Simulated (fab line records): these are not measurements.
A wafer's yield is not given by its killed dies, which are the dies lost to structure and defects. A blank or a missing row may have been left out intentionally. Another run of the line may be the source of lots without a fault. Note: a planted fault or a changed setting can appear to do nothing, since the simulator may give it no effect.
Which tool did it? -- flow gf180mcu -- 39 wafers from 13 lots sampled at 5 of the route's 602 steps

## WHAT THE GAUGES READ, wafer by wafer
GF_VT_IMPLANT_RS_MEAS_49: a four-point-probe measurement.
lot,measured,on,MVPSD_RS (ohm/sq)
L624,day 7 19:13,film-metro-03,1170.2 1165.1 1167.2
L626,day 8 05:09,film-metro-01,1169.6 1165.7 1169.7
L627,day 8 10:10,film-metro-03,1168.7 1169.8 1170.4
L628,day 8 15:02,film-metro-04,1167.0 1170.9 1164.7
L629,day 9 03:31,film-metro-01,1167.4 1164.0 1163.9
L630,day 9 05:08,film-metro-03,1168.9 1168.1 1167.9
L632,day 9 19:19,film-metro-01,1167.6 1165.3 1166.4
L634,day 10 07:40,film-metro-01,1170.4 1172.9 1167.5
L635,day 10 15:16,film-metro-03,1170.9 1167.1 1172.2
L641,day 12 06:46,film-metro-03,1196.5 1196.2 1196.6
L642,day 12 13:08,film-metro-03,1188.1 1191.9 1191.2
L646,day 13 19:32,film-metro-03,1170.2 1170.5 1168.5
L647,day 13 23:52,film-metro-04,1167.7 1166.2 1167.3

GF_HV_LDD_OVL_MEAS_20.
lot,measured,on,HV_LDD_01_OVL (nm)
L624,day 11 00:16,overlay-02,-1.0 -1.9 -1.8
L626,day 11 15:52,overlay-02,-1.4 -0.4 0.8
L627,day 11 19:21,overlay-02,1.2 -0.8 -1.2
L628,day 12 00:16,overlay-01,-0.2 -1.1 -0.2
L629,day 12 10:05,overlay-02,-1.0 -0.1 -2.9
L630,day 12 14:52,overlay-02,-0.9 -1.3 -0.8
L632,day 13 06:27,overlay-01,0.4 1.5 -0.1
L634,day 13 18:56,overlay-01,2.2 0.3 1.4
L635,day 14 04:16,overlay-01,1.7 3.4 2.9
L641,day 16 01:49,overlay-02,-2.0 -0.3 -1.0
L642,day 16 09:32,overlay-01,-0.2 1.0 1.4
L646,day 17 20:30,overlay-02,-0.9 -0.6 -2.4
L647,day 18 00:07,overlay-01,-1.6 -3.3 -1.3

GF_HV_LDD_CD_MEAS_31 targets a cd of 400 nm.
lot,measured,on,cd-nm (nm)
L624,day 11 18:56,cd-sem-01,401.1 399.6 398.6
L626,day 12 10:34,cd-sem-01,400.4 400.2 401.2
L627,day 12 14:32,cd-sem-01,406.3 407.0 404.1
L628,day 12 19:54,cd-sem-02,401.2 402.6 403.2
L629,day 13 05:57,cd-sem-02,400.6 402.2 400.9
L630,day 13 11:08,cd-sem-02,400.8 401.4 399.3
L632,day 14 03:30,cd-sem-02,403.4 400.9 402.3
L634,day 14 15:13,cd-sem-01,398.6 401.8 402.2
L635,day 15 01:35,cd-sem-01,398.7 400.1 398.4
L641,day 16 23:49,cd-sem-01,401.1 400.4 401.1
L642,day 17 08:32,cd-sem-01,395.1 396.9 394.0
L646,day 18 20:20,cd-sem-01,401.1 400.6 397.5
L647,day 18 23:52,cd-sem-01,402.5 402.4 403.2

## EACH LOT AND THE TOOL THAT RAN IT (in order: tool; ch and the chambers of the sampled wafers; start)
lot,GF_STI_ETCH_14,GF_MVPSD_IMPLANT_09
L624,"rie-si-01 ch 0,2, day 2 02:06","implanter-03 ch 0, day 5 04:47"
L626,"rie-si-01 ch 1,2, day 2 14:17","implanter-03 ch 0, day 5 14:59"
L627,"rie-si-02 ch 1,2,3, day 2 17:59","implanter-03 ch 0, day 5 18:35"
L628,"rie-si-02 ch 0,1,3, day 2 22:14","implanter-04 ch 0, day 5 22:58"
L629,"rie-si-01 ch 0,1,2, day 3 03:31","implanter-03 ch 0, day 6 10:10"
L630,"rie-si-01 ch 0,2,3, day 3 08:11","implanter-02 ch 0, day 6 12:38"
L632,"rie-si-01 ch 0,2,3, day 3 19:26","implanter-03 ch 0, day 7 00:35"
L634,"rie-si-02 ch 0,2,3, day 4 05:29","implanter-02 ch 0, day 7 11:38"
L635,"rie-si-02 ch 0,2,3, day 4 10:28","implanter-03 ch 0, day 7 18:10"
L641,"rie-si-02 ch 1,3, day 5 17:14","implanter-03 ch 0, day 9 05:13"
L642,"rie-si-02 ch 0,3, day 5 21:50","implanter-03 ch 0, day 9 10:38"
L646,"rie-si-01 ch 0,1,3, day 6 18:49","implanter-04 ch 0, day 10 13:21"
L647,"rie-si-01 ch 0,3, day 7 00:44","implanter-04 ch 0, day 10 17:06"
- GF_STI_ETCH_14: etches Si in HBr/Cl2/O2, target depth 360 nm, time 102.9 s.
- GF_MVPSD_IMPLANT_09

## AS READ BY THE TOOLS THEMSELVES (means over the sampled wafers that have a number; for cases with no such wafer, the mark the record gives instead)
GF_STI_ETCH_14.
lot,tool,drypump-motor-current-A (A),oes-product-au (a.u.),throttle-valve-pct (%)
L624,rie-si-01,5.8,0.992,25.665
L626,rie-si-01,5.8,1.006,25.656
L627,rie-si-02,6.2,0.993,25.665
L628,rie-si-02,6.0,0.995,25.666
L629,rie-si-01,5.4,1.000,25.646
L630,rie-si-01,5.8,0.995,25.660
L632,rie-si-01,5.8,0.991,25.653
L634,rie-si-02,5.9,0.997,25.649
L635,rie-si-02,5.9,1.003,25.651
L641,rie-si-02,6.2,1.002,25.657
L642,rie-si-02,5.7,1.001,25.654
L646,rie-si-01,5.4,0.997,25.659
L647,rie-si-01,5.4,0.981,25.662

GF_MVPSD_IMPLANT_09.
lot,tool,dose-ions-cm2,faraday-current-uA
L624,implanter-03,5e+12,28.3
L626,implanter-03,5e+12,28.6
L627,implanter-03,5e+12,28.2
L628,implanter-04,5e+12,29.0
L629,implanter-03,5e+12,27.9
L630,implanter-02,5e+12,28.5
L632,implanter-03,5e+12,28.4
L634,implanter-02,5e+12,28.0
L635,implanter-03,5e+12,28.0
L641,implanter-03,4e+12,25.8
L642,implanter-03,4e+12,25.4
L646,implanter-04,5e+12,28.7
L647,implanter-04,5e+12,28.7

## THE ANSWER, worked out from the rows above alone
Rule: usual is defined by the lots themselves. The widest of any qualifying gaps counts: lots, ordered by their means at a reading, are off when they make up no more than a third of the lots, leave a main group of 4 or more, and stand apart from it by 3 or more times the standard deviation of that group's means. The tables above print the reading to a certain number of digits; a main group whose means all agree to those digits is not used. Also off: a lot with no number at a reading for which 4 or more lots have one. Where the step has rows for the other lots, those lots are counted as sound. First the gauges in route order, then the tools' own readings, where a lot's mean is used as printed above. At the first step where some lot is off, the reading lying furthest off is the one used; lots without a number count as furthest.
Off: L641, L642, seen at GF_VT_IMPLANT_RS_MEAS_49 (MVPSD_RS). Main group: mean 1168.2 ohm/sq, sd 1.6.
A tool fits if, at a process step before that reading, it ran every lot that is off, and no sound lot after the first of them. Not tried: the gauges at GF_VT_IMPLANT_RS_MEAS_49; whatever is off there is also off at GF_MVPSD_IMPLANT_09, on other tools, and gauge error can't account for it. This does not decide it: 2 tools fit, namely rie-si-02 at GF_STI_ETCH_14 and implanter-03 at GF_MVPSD_IMPLANT_09.

## WHAT WAS PUT IN BY THE SIMULATOR
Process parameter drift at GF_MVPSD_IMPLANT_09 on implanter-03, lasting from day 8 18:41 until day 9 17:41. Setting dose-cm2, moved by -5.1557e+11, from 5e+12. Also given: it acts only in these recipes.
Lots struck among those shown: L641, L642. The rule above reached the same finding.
